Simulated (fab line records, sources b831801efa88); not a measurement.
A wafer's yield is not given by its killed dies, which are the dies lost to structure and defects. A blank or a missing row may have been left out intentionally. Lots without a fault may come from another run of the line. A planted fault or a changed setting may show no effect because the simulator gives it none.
Which tool is to blame?    flow gf180mcu    12 lots with 36 wafers sampled at 5 steps, on a route of 602 steps

WHAT EACH GAUGE READ, for each wafer
GF_V4_CD_MEAS_14: the cd target is 260 nm. Usual: cd_nm 260.3 nm, standard deviation 1.1.
lot   measured      on         cd_nm (nm)         flag
L918  day 24 08:46  cd_sem-01  260.3 260.8 259.8  
L919  day 24 13:04  cd_sem-01  260.1 260.8 260.9  
L920  day 25 01:58  cd_sem-01  260.2 259.9 260.4  
L922  day 25 16:35  cd_sem-01  262.0 261.2 261.8  
L923  day 26 03:40  cd_sem-01  259.9 260.8 261.7  
L926  day 27 06:04  cd_sem-02  259.7 260.8 260.3  
L927  day 27 16:29  cd_sem-02  259.8 259.1 261.2  
L932  day 29 04:17  cd_sem-01  261.0 263.2 261.8  
L934  day 29 21:57  cd_sem-02  259.4 260.2 259.6  
L938  day 30 16:38  cd_sem-02  260.2 262.0 261.9  
L940  day 31 03:22  cd_sem-01  259.2 260.2 259.6  
L941  day 31 07:45  cd_sem-01  260.3 259.1 259.7  

GF_V5_THK_MEAS_01. Usual: V5_CVD_00_THK 301 nm, standard deviation 4.
lot   measured      on             V5_CVD_00_THK (nm)  flag
L918  day 26 07:06  film_metro-01  298 300 302         
L919  day 26 10:11  film_metro-01  302 309 307         
L920  day 26 23:24  film_metro-02  302 305 300         
L922  day 27 13:14  film_metro-04  296 297 299         
L923  day 27 23:55  film_metro-04  257 258 253         OFF
L926  day 29 00:25  film_metro-01  256 258 256         OFF
L927  day 29 09:43  film_metro-01  255 255 256         OFF
L932  day 30 20:44  film_metro-02  297 308 305         
L934  day 31 12:52  film_metro-02  297 302 297         
L938  day 32 06:26  film_metro-04  302 304 297         
L940  day 32 15:20  film_metro-02  304 306 302         
L941  day 32 20:36  film_metro-04  301 306 303         

WHAT TOOL EACH LOT RAN ON (gives the tool, then ch and the chambers of the sampled wafers, and finally the start)
lot   GF_M4_METAL_ETCH_16                GF_MIM_SPUTTER_09             GF_V5_CVD_00
L918  rie_metal-04 ch 0,1, day 23 08:30  pvd_sputter-03, day 24 10:39  hdpcvd-02 ch 0,2, day 26 07:04
L919  rie_metal-03 ch 0,1, day 23 13:22  pvd_sputter-03, day 24 14:55  hdpcvd-01 ch 0,1,2, day 26 10:08
L920  rie_metal-04 ch 0,1, day 24 02:51  pvd_sputter-03, day 25 03:55  hdpcvd-01 ch 0,1, day 26 23:22
L922  rie_metal-04 ch 0,1, day 24 17:51  pvd_sputter-03, day 25 18:27  hdpcvd-02 ch 0,1, day 27 13:11
L923  rie_metal-01 ch 1, day 25 04:48    pvd_sputter-04, day 26 05:32  hdpcvd-02 ch 1,2, day 27 23:52
L926  rie_metal-01 ch 0,1, day 26 08:48  pvd_sputter-03, day 27 07:57  hdpcvd-02 ch 1,2, day 29 00:22
L927  rie_metal-04 ch 0,1, day 26 19:28  pvd_sputter-04, day 27 18:20  hdpcvd-02 ch 0,2, day 29 09:39
L932  rie_metal-01 ch 0,1, day 28 07:31  pvd_sputter-03, day 29 06:09  hdpcvd-01 ch 0,2, day 30 20:41
L934  rie_metal-03 ch 0,1, day 29 01:25  pvd_sputter-01, day 29 23:53  hdpcvd-01 ch 0,1,2, day 31 12:49
L938  rie_metal-01 ch 0, day 29 20:56    pvd_sputter-04, day 30 18:34  hdpcvd-01 ch 0,1,2, day 32 06:24
L940  rie_metal-03 ch 0,1, day 30 08:21  pvd_sputter-03, day 31 05:16  hdpcvd-02 ch 0,2, day 32 15:17
L941  rie_metal-04 ch 0,1, day 30 12:40  pvd_sputter-03, day 31 09:40  hdpcvd-02 ch 0,2, day 32 20:33
- GF_M4_METAL_ETCH_16: etches the open film in Cl2/BCl3, stops on SiO2, target depth 750.8 nm, time 125.1 s.
- GF_MIM_SPUTTER_09: material TiN, target thk 35 nm, time 29.2 s.
- GF_V5_CVD_00: deposits SiO2, target thk 300 nm, time 50 s.

AS READ BY THE TOOLS THEMSELVES (means over the sampled wafers that have a number; for cases with no such wafer, the mark the record gives instead)
GF_M4_METAL_ETCH_16. Usual: drypump_motor_current_A 5.7 A, standard deviation 0.49; he_backside_leak_sccm 3.35 sccm, standard deviation 0.23; mfc_cl2_sccm 80.03 sccm, standard deviation 0.21; oes_product_au 0.988 a.u., standard deviation 0.0058; throttle_valve_pct 28.230 %, standard deviation 0.01.
lot   tool          drypump_motor_current_A (A)  he_backside_leak_sccm (sccm)  mfc_cl2_sccm (sccm)  oes_product_au (a.u.)  throttle_valve_pct (%)  flag
L918  rie_metal-04  5.3                          3.44                          79.99                0.985                  28.238                  
L919  rie_metal-03  5.7                          3.19                          80.26                0.991                  28.216                  
L920  rie_metal-04  5.4                          3.46                          80.01                0.996                  28.231                  
L922  rie_metal-04  5.4                          3.45                          80.02                0.985                  28.234                  
L923  rie_metal-01  5.5                          2.95                          79.98                0.983                  28.235                  
L926  rie_metal-01  6.3                          3.30                          80.31                0.984                  28.232                  
L927  rie_metal-04  5.4                          3.40                          80.11                0.985                  28.220                  
L932  rie_metal-01  6.2                          3.35                          80.09                0.985                  28.227                  
L934  rie_metal-03  5.5                          3.43                          80.11                0.996                  28.228                  
L938  rie_metal-01  6.6                          3.12                          80.05                0.991                  28.238                  
L940  rie_metal-03  5.5                          3.42                          80.04                0.990                  28.219                  
L941  rie_metal-04  5.4                          4.01                          80.00                0.985                  28.240                  

GF_MIM_SPUTTER_09. Usual: throttle_valve_pct 30.7 %, standard deviation 0.81.
lot   tool            throttle_valve_pct (%)  flag
L918  pvd_sputter-03  31.4                    
L919  pvd_sputter-03  30.8                    
L920  pvd_sputter-03  31.5                    
L922  pvd_sputter-03  31.0                    
L923  pvd_sputter-04  30.7                    
L926  pvd_sputter-03  30.9                    
L927  pvd_sputter-04  31.2                    
L932  pvd_sputter-03  31.2                    
L934  pvd_sputter-01  29.3                    
L938  pvd_sputter-04  30.8                    
L940  pvd_sputter-03  30.5                    
L941  pvd_sputter-03  30.5                    

GF_V5_CVD_00. Usual: sih4_flow_sccm 60.00 sccm, standard deviation 0.19.
lot   tool       sih4_flow_sccm (sccm)  flag
L918  hdpcvd-02  59.90                  
L919  hdpcvd-01  59.95                  
L920  hdpcvd-01  59.96                  
L922  hdpcvd-02  59.93                  
L923  hdpcvd-02  50.99                  OFF
L926  hdpcvd-02  50.96                  OFF
L927  hdpcvd-02  51.07                  OFF
L932  hdpcvd-01  59.75                  
L934  hdpcvd-01  60.11                  
L938  hdpcvd-01  60.26                  
L940  hdpcvd-02  59.78                  
L941  hdpcvd-02  60.03                  

THE ANSWER, worked out from the rows above alone
Rule: a lot counts as off when the mean over its wafers that have a number is more than 3 standard deviations away from the usual mean. A lot without any number at a reading at which 4 lots or more have one is off too. Where the step has rows for the other lots, those lots are counted as sound. The gauges are gone through in route order, then the tools' own readings, and for those a lot's mean is taken as printed above. The first step at which some lot is off is used, and at that step the reading that is off furthest; a lot without a number counts as furthest.
Off: L923, L926, L927, at GF_V5_THK_MEAS_01 (V5_CVD_00_THK).
If a tool, at a process step before that reading, ran all the lots that are off and no sound lot after the first of them, it fits. Not tried: the gauges at GF_V5_THK_MEAS_01; whatever is off there is also off at GF_V5_CVD_00, on other tools, and gauge error can't account for it. None of those tried fits.

WHAT THE SIMULATOR HAD PUT IN
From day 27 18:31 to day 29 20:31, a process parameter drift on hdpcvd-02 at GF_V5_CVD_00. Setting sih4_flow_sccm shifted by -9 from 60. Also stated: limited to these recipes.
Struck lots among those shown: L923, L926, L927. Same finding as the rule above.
